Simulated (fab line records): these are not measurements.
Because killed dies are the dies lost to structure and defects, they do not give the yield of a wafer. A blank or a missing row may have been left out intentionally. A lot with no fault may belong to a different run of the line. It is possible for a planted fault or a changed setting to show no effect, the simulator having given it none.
fab line records ; flow sky130
[record] lots = 10; wafers = 30; last_day = 50
route steps=708 shown FIELD_ISO@18 VT_ADJUST_NCORE@127 SONOS_ONO@185 LDD_P@259 PAD_OPEN@708
lots that met no fault: taken from a fault-free run of the same line
start_h: hours from the record's first day to the start of the lot's first wafer shown ; wait_h: hours elapsed since this lot's preceding step ; " identical to the entry in the row above ; L1.1+2: several wafers, shown together as one row ; - either no value or no given start ; * or withheld: withheld ; < > ~ a bound
route shown NAME@n: names a module that has steps shown in the file, with the first one's number in the route ; usual: mean/standard deviation of fault-free wafers ; same: alike in all rows ; chamber/n: place in a boat ; sites: the reading at each site ; _std_site: standard deviation of those values ; _edge_site: inner sites' mean taken away from outer sites' mean ; radius_mm: how far each site lies from the wafer's centre ; mask NAME#n: copy n ; behind: the last tool/chamber to shape the wafer ; hold: the reason the lot was held/the length of the hold in hours/how it ended ; device: names the non-switching transistor (n, p or np) ; end of line: at the end of the route, the tests of the same wafers ; for a step that has no rows: nothing shown but its recipe ; killed: the dies lost at the first sort to structure and to defects; this is not the yield of the wafer ; map: shows each die of a wafer: x if killed, . if not, _ if none is there
set.NAME: the setting as run; set.NAME@STEP: as run at that earlier step ; model.NAME: the simulator's own value behind a step, which no gauge read
a sample of lots followed through the steps of the route, with each step as a table and each wafer as a row
services: from which hour (start_h, from the record's first day; less than 0 if before it) a tool's chamber was out of use, for how many hours, and why
[[steps]]
[step SKY_FIELD_ISO_ETCH_17]
[recipe] target_depth_a = 3420; mask_material = Si3N4; chemistry = HBr/Cl2/O2; target = Si; taper_deg = 5; icp_w = 600; bias_w = 150; pressure_mtorr = 15; HBr_flow_sccm = 150; Cl2_flow_sccm = 40; O2_flow_sccm = 6; time_s = 97.7
[usual] drypump_motor_current_A = 5.8/0.62; he_backside_leak_sccm = 2.82/0.2; mfc_cl2_sccm = 40.01/0.13; oes_product_au = 0.998/0.0075; throttle_valve_pct = 25.657/0.009
lot.wafer;tool;chamber;start_h;wait_h;drypump_motor_current_A;he_backside_leak_sccm;mfc_cl2_sccm;oes_product_au;rf_hours_counter_h;throttle_valve_pct
L998.3;rie_si-01;3;40.26;0.0;6.1;3.00;40.18;0.995;1;25.669
L998.5;rie_si-01;0;40.26;0.0;5.9;2.73;40.18;1.002;-;25.652
L998.6;rie_si-01;1;40.26;0.0;6.5;2.93;40.25;1.012;-;25.658
L999.1;rie_si-01;1;44.10;0.1;6.6;2.94;40.00;1.000;102;25.666
L999.4;rie_si-01;3;44.10;0.1;6.1;2.97;39.94;0.988;1;25.655
L999.6;rie_si-01;0;44.10;0.1;6.0;2.87;39.88;0.997;-;25.668
L103.2;rie_si-01;3;66.46;0.1;6.1;2.95;40.07;0.992;1;25.656
L103.4;rie_si-01;0;66.46;0.1;6.0;2.55;39.97;0.995;72;25.653
L103.5;rie_si-01;0;66.46;0.1;6.0;2.72;39.96;1.005;-;25.644
L104.3;rie_si-01;1;69.71;0.0;6.6;2.95;40.06;0.999;103;25.660
L104.4;rie_si-01;2;69.71;0.0;4.9;2.87;40.10;1.004;10;25.662
L104.6;rie_si-01;3;69.71;0.0;6.1;3.03;39.92;0.998;-;25.650
L108.1;rie_si-01;1;92.45;0.1;6.6;3.08;40.05;0.990;103;25.645
L108.4;rie_si-01;2;92.45;0.1;4.9;2.62;39.94;1.003;10;25.646
L108.5;rie_si-01;3;92.45;0.1;6.1;2.77;40.02;0.991;-;25.658
L113.1;rie_si-01;2;122.51;0.1;4.9;2.89;40.11;0.993;10;25.659
L113.2;rie_si-01;1;122.51;0.1;6.5;3.01;39.94;0.995;103;25.663
L113.4;rie_si-01;0;122.51;0.1;6.0;2.72;40.09;1.001;73;25.651
L114.2;rie_si-02;1;122.86;0.1;5.9;2.83;40.07;0.996;20;25.649
L114.4;rie_si-02;3;122.86;0.1;5.5;3.04;40.11;0.991;71;25.676
L114.6;rie_si-02;3;122.86;0.1;5.5;3.01;40.06;1.000;-;25.660
L115.1;rie_si-02;2;129.06;0.1;4.8;2.80;40.02;0.995;6;25.659
L115.2;rie_si-02;3;129.06;0.1;5.5;2.87;40.07;0.991;71;25.652
L115.6;rie_si-02;0;129.06;0.1;6.6;2.57;39.91;0.997;-;25.660
L117.1;rie_si-02;3;137.90;0.1;5.6;3.07;40.09;0.996;71;25.665
L117.4;rie_si-02;0;137.90;0.1;6.6;2.58;40.02;0.992;121;25.659
L117.6;rie_si-02;1;137.90;0.1;5.9;2.72;39.88;1.006;-;25.665
L119.2;rie_si-01;3;149.45;0.1;6.1;3.00;39.91;0.982;2;25.673
L119.5;rie_si-01;3;149.45;0.1;6.1;2.95;39.89;0.997;-;25.656
L119.6;rie_si-01;0;149.45;0.1;5.9;2.70;40.40;0.984;-;25.648
[step SKY_VT_ADJUST_NCORE_OVL_MEAS_08]
[usual] VT_ADJUST_NCORE_OVL = -0.5/1.4
lot.wafer;tool;chamber;start_h;wait_h;VT_ADJUST_NCORE_OVL[nm]
L998.3;overlay-02;-;198.32;0.1;2.4
L998.5;overlay-02;-;198.32;0.1;0.8
L998.6;overlay-02;-;198.32;0.1;0.0
L999.1;overlay-02;-;202.32;0.1;1.7
L999.4;overlay-02;-;202.32;0.1;1.4
L999.6;overlay-02;-;202.32;0.1;1.9
L103.2;overlay-02;-;236.12;0.1;0.9
L103.4;overlay-02;-;236.12;0.1;1.1
L103.5;overlay-02;-;236.12;0.1;-0.2
L104.3;overlay-02;-;239.17;0.1;1.0
L104.4;overlay-02;-;239.17;0.1;-1.8
L104.6;overlay-02;-;239.17;0.1;0.5
L108.1;overlay-01;-;265.92;0.1;-1.4
L108.4;overlay-01;-;265.92;0.1;-4.5
L108.5;overlay-01;-;265.92;0.1;-1.1
L113.1;overlay-01;-;311.67;0.1;0.2
L113.2;overlay-01;-;311.67;0.1;-0.8
L113.4;overlay-01;-;311.67;0.1;0.1
L114.2;overlay-01;-;312.58;0.1;0.1
L114.4;overlay-01;-;312.58;0.1;-1.8
L114.6;overlay-01;-;312.58;0.1;-1.1
L115.1;overlay-02;-;317.72;0.1;-0.6
L115.2;overlay-02;-;317.72;0.1;-0.1
L115.6;overlay-02;-;317.72;0.1;-0.8
L117.1;overlay-02;-;328.17;0.1;-1.7
L117.4;overlay-02;-;328.17;0.1;-1.8
L117.6;overlay-02;-;328.17;0.1;-1.4
L119.2;overlay-02;-;342.33;0.1;0.5
L119.5;overlay-02;-;342.33;0.1;-0.5
L119.6;overlay-02;-;342.33;0.1;0.7
[step SKY_SONOS_ONO_STRIP_17]
[recipe] chemistry = O2/N2; power_w = 1400; pressure_mtorr = 1500; platen_temp_c = withheld; o2_flow_sccm = 3000; n2_flow_sccm = 300; overash_fraction = 0.5
[usual] drypump_motor_current_A = 6.1/0.42; oes_product_au = 0.710/0.004; strip_time_to_endpoint_s = 14.12/0.045
lot.wafer;tool;chamber;start_h;wait_h;drypump_motor_current_A;oes_product_au;rf_hours_counter_h;strip_time_to_endpoint_s
L998.3;plasma_asher-04;0;297.89;0.0;5.9;0.712;-;14.18
L998.5;plasma_asher-04;0;297.89;0.0;5.9;0.714;-;14.15
L998.6;plasma_asher-04;1;297.89;0.0;6.4;0.719;-;14.23
L999.1;plasma_asher-04;0;305.10;0.0;5.9;0.705;64;14.10
L999.4;plasma_asher-04;1;305.10;0.0;6.4;0.705;-;14.08
L999.6;plasma_asher-04;1;305.10;0.0;6.4;0.708;-;14.07
L103.2;plasma_asher-03;1;340.41;0.0;5.5;0.717;19;14.23
L103.4;plasma_asher-03;1;340.41;0.0;5.5;0.708;-;14.18
L103.5;plasma_asher-03;0;340.41;0.0;6.1;0.713;-;14.20
L104.3;plasma_asher-03;0;345.10;0.0;6.1;0.707;-;14.17
L104.4;plasma_asher-03;1;345.10;0.0;5.5;0.706;-;14.14
L104.6;plasma_asher-03;1;345.10;0.0;5.5;0.701;-;14.13
L108.1;plasma_asher-03;0;376.21;0.0;6.2;0.717;23;14.08
L108.4;plasma_asher-03;1;376.21;0.0;5.5;0.706;-;14.15
L108.5;plasma_asher-03;0;376.21;0.0;6.1;0.721;-;14.10
L113.1;plasma_asher-01;1;428.59;0.0;5.7;0.717;66;14.17
L113.2;plasma_asher-01;0;428.59;0.0;6.8;0.719;66;14.15
L113.4;plasma_asher-01;1;428.59;0.0;5.7;0.703;-;14.13
L114.2;plasma_asher-01;0;430.22;0.0;6.7;0.709;66;14.14
L114.4;plasma_asher-01;0;430.22;0.0;6.7;0.707;-;14.16
L114.6;plasma_asher-01;1;430.22;0.0;5.7;0.705;-;14.17
L115.1;plasma_asher-04;1;436.94;0.0;6.4;0.712;0;14.14
L115.2;plasma_asher-04;0;436.94;0.0;5.9;0.715;0;14.08
L115.6;plasma_asher-04;0;436.94;0.0;5.9;0.709;-;14.09
L117.1;plasma_asher-01;0;447.47;0.0;6.7;0.703;68;14.12
L117.4;plasma_asher-01;1;447.47;0.0;5.7;0.707;-;14.13
L117.6;plasma_asher-01;1;447.47;0.0;5.7;0.703;-;14.13
L119.2;plasma_asher-01;0;462.79;0.0;6.7;0.705;70;14.07
L119.5;plasma_asher-01;0;462.79;0.0;6.7;0.711;-;14.08
L119.6;plasma_asher-01;1;462.79;0.0;5.7;0.712;-;14.11
[step SKY_LDD_P_EXPOSE_04]
[recipe] mask_id = PSDM; na = 0.6; source_shape = conventional; sigma_outer = 0.6; polarization = unpolarized; target_cd_nm = 380; dose_mj = 138
[usual] stage_vel_mm_s = 500.02/0.26
lot.wafer;tool;chamber;start_h;wait_h;mask;stage_vel_mm_s
L998.3;iline_stepper-02;0;434.72;-;PSDM#0;500.61
L998.5;iline_stepper-02;0;434.72;-;PSDM#0;500.16
L998.6;iline_stepper-02;0;434.72;-;PSDM#0;499.96
L999.1;iline_stepper-01;0;442.98;-;PSDM#0;499.88
L999.4;iline_stepper-01;0;442.98;-;PSDM#0;499.90
L999.6;iline_stepper-01;0;442.98;-;PSDM#0;500.14
L103.2;iline_stepper-01;0;490.27;-;NTM#0;500.01
L103.4;iline_stepper-01;0;490.27;-;NTM#0;500.01
L103.5;iline_stepper-01;0;490.27;-;NTM#0;500.11
L104.3;iline_stepper-01;0;491.53;-;PSDM#0;500.55
L104.4;iline_stepper-01;0;491.53;-;PSDM#0;500.12
L104.6;iline_stepper-01;0;491.53;-;PSDM#0;500.19
L108.1;iline_stepper-01;0;526.14;-;PSDM#0;500.11
L108.4;iline_stepper-01;0;526.14;-;PSDM#0;500.72
L108.5;iline_stepper-01;0;526.14;-;PSDM#0;500.12
L113.1;iline_stepper-01;0;577.58;-;PSDM#0;500.07
L113.2;iline_stepper-01;0;577.58;-;PSDM#0;499.51
L113.4;iline_stepper-01;0;577.58;-;PSDM#0;499.83
L114.2;iline_stepper-01;0;578.45;-;PSDM#0;499.43
L114.4;iline_stepper-01;0;578.45;-;PSDM#0;499.71
L114.6;iline_stepper-01;0;578.45;-;PSDM#0;499.68
L115.1;iline_stepper-01;0;584.50;-;PSDM#0;499.93
L115.2;iline_stepper-01;0;584.50;-;PSDM#0;500.26
L115.6;iline_stepper-01;0;584.50;-;PSDM#0;500.19
L117.1;iline_stepper-01;0;594.63;-;PSDM#0;500.07
L117.4;iline_stepper-01;0;594.63;-;PSDM#0;499.84
L117.6;iline_stepper-01;0;594.63;-;PSDM#0;499.87
L119.2;iline_stepper-01;0;607.46;-;PSDM#0;500.27
L119.5;iline_stepper-01;0;607.46;-;PSDM#0;499.98
L119.6;iline_stepper-01;0;607.46;-;PSDM#0;500.36
[step SKY_LDD_P_CD_MEAS_07]
[recipe] target_cd_nm = 380
[usual] cd_nm = 380.0/2.4
lot.wafer;tool;chamber;start_h;wait_h;cd_nm
L998.3;cd_sem-02;-;449.59;0.1;382.4
L998.5;cd_sem-02;-;449.59;0.1;382.6
L998.6;cd_sem-02;-;449.59;0.1;381.3
L999.1;cd_sem-01;-;457.83;0.1;374.4
L999.4;cd_sem-01;-;457.83;0.1;375.0
L999.6;cd_sem-01;-;457.83;0.1;374.7
L103.2;cd_sem-02;-;506.20;0.1;-
L103.4;cd_sem-02;-;506.20;0.1;-
L103.5;cd_sem-02;-;506.20;0.1;-
L104.3;cd_sem-02;-;506.93;0.1;376.5
L104.4;cd_sem-02;-;506.93;0.1;375.4
L104.6;cd_sem-02;-;506.93;0.1;377.1
L108.1;cd_sem-02;-;541.19;0.1;380.0
L108.4;cd_sem-02;-;541.19;0.1;380.0
L108.5;cd_sem-02;-;541.19;0.1;382.1
L113.1;cd_sem-01;-;592.64;0.1;375.1
L113.2;cd_sem-01;-;592.64;0.1;377.9
L113.4;cd_sem-01;-;592.64;0.1;377.5
L114.2;cd_sem-01;-;593.02;0.1;377.8
L114.4;cd_sem-01;-;593.02;0.1;380.3
L114.6;cd_sem-01;-;593.02;0.1;378.8
L115.1;cd_sem-02;-;599.48;0.1;386.0
L115.2;cd_sem-02;-;599.48;0.1;384.1
L115.6;cd_sem-02;-;599.48;0.1;382.5
L117.1;cd_sem-01;-;608.84;0.1;381.3
L117.4;cd_sem-01;-;608.84;0.1;381.8
L117.6;cd_sem-01;-;608.84;0.1;381.6
L119.2;cd_sem-01;-;621.91;0.1;379.0
L119.5;cd_sem-01;-;621.91;0.1;380.1
L119.6;cd_sem-01;-;621.91;0.1;380.3
[step SKY_LDD_P_TW_MEAS_11]
[usual] LDD_P_TW = 641/9.8
lot.wafer;tool;chamber;start_h;wait_h;hold;LDD_P_TW
L998.3;film_metro-01;-;449.98;0.1;-;648
L998.5;film_metro-01;-;449.98;0.1;-;652
L998.6;film_metro-01;-;449.98;0.1;-;652
L999.1;film_metro-02;-;458.23;0.1;-;640
L999.4;film_metro-02;-;458.23;0.1;-;638
L999.6;film_metro-02;-;458.23;0.1;-;638
L103.2;film_metro-04;-;506.59;0.1;await_dispo/0.2h/release;30
L103.4;film_metro-04;-;506.59;0.1;await_dispo/0.2h/release;30
L103.5;film_metro-04;-;506.59;0.1;await_dispo/0.2h/release;30
L103.2;film_metro-04;-;506.82;0.2;-;30
L103.4;film_metro-04;-;506.82;0.2;-;30
L103.5;film_metro-04;-;506.82;0.2;-;30
L104.3;film_metro-04;-;507.32;0.1;-;626
L104.4;film_metro-04;-;507.32;0.1;-;628
L104.6;film_metro-04;-;507.32;0.1;-;626
L108.1;film_metro-02;-;541.60;0.1;-;631
L108.4;film_metro-02;-;541.60;0.1;-;633
L108.5;film_metro-02;-;541.60;0.1;-;635
L113.1;film_metro-01;-;593.05;0.1;-;658
L113.2;film_metro-01;-;593.05;0.1;-;658
L113.4;film_metro-01;-;593.05;0.1;-;655
L114.2;film_metro-02;-;593.42;0.1;-;635
L114.4;film_metro-02;-;593.42;0.1;-;633
L114.6;film_metro-02;-;593.42;0.1;-;635
L115.1;film_metro-02;-;599.88;0.1;-;634
L115.2;film_metro-02;-;599.88;0.1;-;633
L115.6;film_metro-02;-;599.88;0.1;-;634
L117.1;film_metro-01;-;609.25;0.1;-;648
L117.4;film_metro-01;-;609.25;0.1;-;647
L117.6;film_metro-01;-;609.25;0.1;-;644
L119.2;film_metro-01;-;622.31;0.1;-;650
L119.5;film_metro-01;-;622.31;0.1;-;647
L119.6;film_metro-01;-;622.31;0.1;-;651
[step SKY_PAD_OPEN_PROBE_99]
[usual] defect_limited_yield = 82.2/1.9; killed_at_M0_to_M3 = 44/6.6; killed_at_M4_up = 3.4/1.9; killed_at_contacts = 25/5.6; killed_at_front_end = 15/4.6; killed_at_other = 0.3/0.6; killed_dies = 88/9.5; killed_on_rim = 17/3.8; killed_open = 47/7.1; killed_short = 40/6.4; sort_bin_3_pad_short = 1.0/0.47; sort_bin_5_function = 10.4/1.4; sort_bin_6_memory = 6.4/1.1; sort_n_pass = 404/9.5; sort_yield_pct = 82.2/1.9
[same] gross_dies = 492; killed_at_back_side = 0; sort_bin_4_leakage[%] = 0; sort_bin_8_speed[%] = 0
lot.wafer;tool;chamber;start_h;wait_h;defect_limited_yield[%];killed_at_M0_to_M3;killed_at_M4_up;killed_at_contacts;killed_at_front_end;killed_at_other;killed_dies;killed_on_rim;killed_open;killed_short;sort_bin_3_pad_short[%];sort_bin_5_function[%];sort_bin_6_memory[%];sort_n_pass;sort_yield_pct[%]
L113.1;prober-01;-;1175.76;0.1;80.9;45;5;27;17;0;94;16;41;53;1.0;10.4;7.7;398;80.9
L113.2;prober-01;-;1175.81;0.1;82.9;39;4;22;19;0;84;19;40;44;1.0;9.3;6.7;408;82.9
L113.4;prober-01;-;1175.91;0.2;82.3;51;4;23;9;0;87;15;43;44;1.8;8.5;7.3;405;82.3
L114.2;prober-02;-;1182.49;0.1;81.3;42;4;32;14;0;92;25;53;39;0.8;11.4;6.5;400;81.3
L114.4;prober-02;-;1182.59;0.2;81.7;42;2;34;10;2;90;10;48;42;1.0;10.4;6.9;402;81.7
L114.6;prober-02;-;1182.69;0.2;81.5;38;5;27;21;0;91;19;52;39;0.8;10.2;7.5;401;81.5
// killed by level:class
L113.1 CONTACT:geometric_particle:open=9 CONTACT:geometric_particle:short=8 VIA1:geometric_particle:open=8 METAL1:geometric_particle:short=7 METAL2:geometric_particle:short=7 POLY_GATE:geometric_particle:short=6 LI_CONTACT:geometric_particle:open=5 VIA2:geometric_particle:short=5
L113.2 LI_CONTACT:geometric_particle:open=9 VIA1:geometric_particle:open=6 VIA3:geometric_particle:open=6 VIA3:geometric_particle:short=6 FIELD_ISO:geometric_particle:short=5 FIELD_ISO:geometric_particle:open=5 CONTACT:geometric_particle:open=5 VIA2:geometric_particle:open=5
L113.4 VIA1:geometric_particle:open=11 CONTACT:geometric_particle:open=9 METAL1:geometric_particle:short=8 METAL3:geometric_particle:short=6 METAL2:geometric_particle:short=6 LOCAL_INTERCONNECT:geometric_particle:short=5 VIA3:geometric_particle:open=5 VIA2:geometric_particle:open=5
L114.2 CONTACT:geometric_particle:open=16 VIA3:geometric_particle:open=10 LOCAL_INTERCONNECT:geometric_particle:short=6 LI_CONTACT:geometric_particle:open=6 VIA1:geometric_particle:short=6 POLY_GATE:geometric_particle:short=5 VIA1:geometric_particle:open=5 METAL2:geometric_particle:short=5
L114.4 LI_CONTACT:geometric_particle:open=14 CONTACT:geometric_particle:open=9 VIA1:geometric_particle:open=9 METAL2:geometric_particle:short=7 LOCAL_INTERCONNECT:geometric_particle:short=6 VIA2:geometric_particle:open=6 METAL1:geometric_particle:short=4 VIA3:geometric_particle:short=4
L114.6 CONTACT:geometric_particle:open=9 VIA1:geometric_particle:open=8 METAL2:geometric_particle:short=7 VIA3:geometric_particle:open=7 LOCAL_INTERCONNECT:geometric_particle:short=6 FIELD_ISO:geometric_particle:short=5 POLY_GATE:geometric_particle:open=5 LI_CONTACT:geometric_particle:open=5
[[services]]
tool;chamber;start_h;hours;kind
rie_si-02;0;41.58;4.1;repair
iline_stepper-01;-;70.17;1.7;pm
plasma_asher-03;-;95.34;18.4;repair
plasma_asher-01;-;101.19;5.6;repair
plasma_asher-03;-;113.75;9.0;pm
plasma_asher-04;-;146.51;0.4;repair
plasma_asher-01;-;158.02;2.8;pm
rie_si-02;0;168.06;1.9;repair
plasma_asher-03;-;199.45;14.6;pm
plasma_asher-04;-;200.03;14.6;pm
plasma_asher-03;-;227.71;2.8;pm
iline_stepper-01;-;242.84;2.1;pm
plasma_asher-03;-;262.96;5.4;repair
rie_si-01;1;274.66;3.0;repair
iline_stepper-01;-;288.35;1.7;pm
plasma_asher-03;-;288.94;1.2;repair
rie_si-02;-;362.09;0.7;repair
rie_si-01;-;385.28;14.6;pm
plasma_asher-04;-;389.05;2.8;pm
rie_si-02;-;400.57;0.6;repair
plasma_asher-04;-;421.32;9.0;pm
iline_stepper-01;-;506.53;1.7;pm
plasma_asher-04;-;516.89;4.4;repair
plasma_asher-04;-;543.78;4.3;repair
[[key]]
[first_sign] step = SKY_LDD_P_EXPOSE_04; reading = mask; direction = changed
[effect] step = SKY_LDD_P_CD_MEAS_07; reading = cd_nm; direction = missing
[effect] step = SKY_LDD_P_TW_MEAS_11; reading = visit; direction = added
[effect] step = SKY_LDD_P_TW_MEAS_11; reading = LDD_P_TW; direction = down; sigmas = 62; usual = 641; struck = 30
met_at SKY_LDD_P_EXPOSE_04
struck_lots L103
scrapped_behind SKY_LDD_P_TW_MEAS_11 L103.2,L103.4,L103.5
not_acting_at SKY_FIELD_ISO_ETCH_17,SKY_VT_ADJUST_NCORE_OVL_MEAS_08,SKY_SONOS_ONO_STRIP_17
onset_between 442.98 490.27
[fault] kind = wrong_mask; tool = any; chamber = -; onset_h = 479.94; steps = SKY_LDD_P_EXPOSE_04; aux_copy = NTM#0; scope = struck_lots_only
